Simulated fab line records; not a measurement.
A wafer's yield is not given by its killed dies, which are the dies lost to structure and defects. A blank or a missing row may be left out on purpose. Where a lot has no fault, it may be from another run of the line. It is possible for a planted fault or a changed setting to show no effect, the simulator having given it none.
Which of the tools did it? ; flow gf180mcu ; 12 lots with 35 wafers sampled at 3 steps, on a route of 602 steps

WHAT THE GAUGES READ, wafer by wafer
GF_V4_RS_MEAS_24: uses a four-point probe to measure.
lot;measured;on;V4_W_RS (ohm/sq)
L881;day 24 11:06;filmMetro-02;0.329 0.328 0.331
L882;day 24 20:14;filmMetro-04;0.336 0.326 0.334
L884;day 25 12:54;filmMetro-01;0.329 0.328 0.324
L887;day 26 10:59;filmMetro-04;0.336 0.333 0.332
L889;day 27 06:22;filmMetro-02;0.328 0.323 0.326
L892;day 28 01:26;filmMetro-01;0.337 0.327 0.333
L894;day 28 16:40;filmMetro-02;0.355 0.358
L895;day 29 00:24;filmMetro-04;0.336 0.329 0.331
L896;day 29 09:13;filmMetro-01;0.327 0.327 0.323
L898;day 29 18:49;filmMetro-04;0.335 0.330 0.325
L899;day 30 02:49;filmMetro-01;0.333 0.334 0.335
L900;day 30 06:14;filmMetro-04;0.324 0.329 0.323

GF_V4_THK_MEAS_25: measures by xrf.
lot;measured;on;V4_W_THK (nm)
L881;day 24 11:12;filmMetro-02;347 350 348
L882;day 24 20:21;filmMetro-04;344 355 346
L884;day 25 13:01;filmMetro-01;356 360 362
L887;day 26 11:05;filmMetro-04;344 349 352
L889;day 27 06:28;filmMetro-02;349 356 349
L892;day 28 01:34;filmMetro-01;344 356 350
L894;day 28 16:47;filmMetro-02;322 320
L895;day 29 00:31;filmMetro-04;345 352 351
L896;day 29 09:18;filmMetro-01;357 356 361
L898;day 29 18:56;filmMetro-04;344 349 355
L899;day 30 02:56;filmMetro-01;347 348 348
L900;day 30 06:22;filmMetro-04;356 351 358

TOOL THAT RAN EACH LOT (tool first, then ch and the chambers of the sampled wafers, then the start)
lot;GF_V4_CVD_23
L881;cvdW-01 ch 0,1, day 24 10:59
L882;cvdW-02 ch 0,1, day 24 20:07
L884;cvdW-02 ch 0,1, day 25 12:47
L887;cvdW-02 ch 0,1, day 26 10:51
L889;cvdW-01 ch 0,1, day 27 06:15
L892;cvdW-02 ch 0,1, day 28 01:20
L894;cvdW-02 ch 1, day 28 16:29
L895;cvdW-01 ch 0,1, day 29 00:17
L896;cvdW-01 ch 0,1, day 29 09:05
L898;cvdW-01 ch 0,1, day 29 18:43
L899;cvdW-01 ch 1, day 30 02:41
L900;cvdW-01 ch 0,1, day 30 06:08
- GF_V4_CVD_23: deposits W, target thk 350 nm, time 104.9 s.

AS READ BY THE TOOLS THEMSELVES (means over the sampled wafers that have a number; for cases with no such wafer, the mark the record gives instead)
GF_V4_CVD_23.
lot;tool;chamberPressureTorr (Torr);heaterPowerW (W)
L881;cvdW-01;39.91;874
L882;cvdW-02;40.03;892
L884;cvdW-02;40.09;884
L887;cvdW-02;39.93;875
L889;cvdW-01;40.02;956
L892;cvdW-02;39.96;880
L894;cvdW-02;36.20;854
L895;cvdW-01;40.06;933
L896;cvdW-01;40.01;877
L898;cvdW-01;40.01;883
L899;cvdW-01;39.91;816
L900;cvdW-01;40.01;935

THE ANSWER, worked out from the rows above alone
Rule: the usual values come from the lots themselves. Put in order of their means at a reading, lots are off if they are a third of the lots or fewer, leave a main group of 4 or more, and stand apart from it by a gap of 3 or more times the standard deviation of the main group's means; of several such gaps the widest counts. The tables above print the reading to a certain number of digits; a main group whose means all agree to those digits is not used. A lot without any number at a reading at which 4 lots or more have one is off too. The other lots that the step has rows for count as sound. First the gauges in route order, then the tools' own readings, where a lot's mean is used as printed above. The first step at which some lot is off is used, and at that step the reading that is off furthest; a lot without a number counts as furthest.
Off: L894, at GF_V4_RS_MEAS_24 (V4_W_RS). Mean 0.330 ohm/sq and standard deviation 0.0032 in the main group.
A tool fits if, at a process step before that reading, it ran every lot that is off, and no sound lot after the first of them. The gauges at GF_V4_RS_MEAS_24 aren't tried: what is off there is off at GF_V4_CVD_23 too, on other tools, and a gauge's error can't cause that. One fits: cvdW-02 at GF_V4_CVD_23. Its last sound lot is L892 (day 28 01:20), its first lot that is off L894 (day 28 16:29): a fault that began between those two fits.
The tool's own readings at GF_V4_CVD_23 bear it out: on the lots that are off they differ by more than 5 times the standard deviation of the sound lots' means. chamberPressureTorr reads 36.20 Torr there against 39.99 Torr on the sound lots.

WHAT THE SIMULATOR PUT IN
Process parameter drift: cvdW-02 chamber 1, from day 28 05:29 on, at GF_V4_CVD_23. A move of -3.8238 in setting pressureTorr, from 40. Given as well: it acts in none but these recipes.
Shown lots that were struck: L894. The rule above reached the same finding.
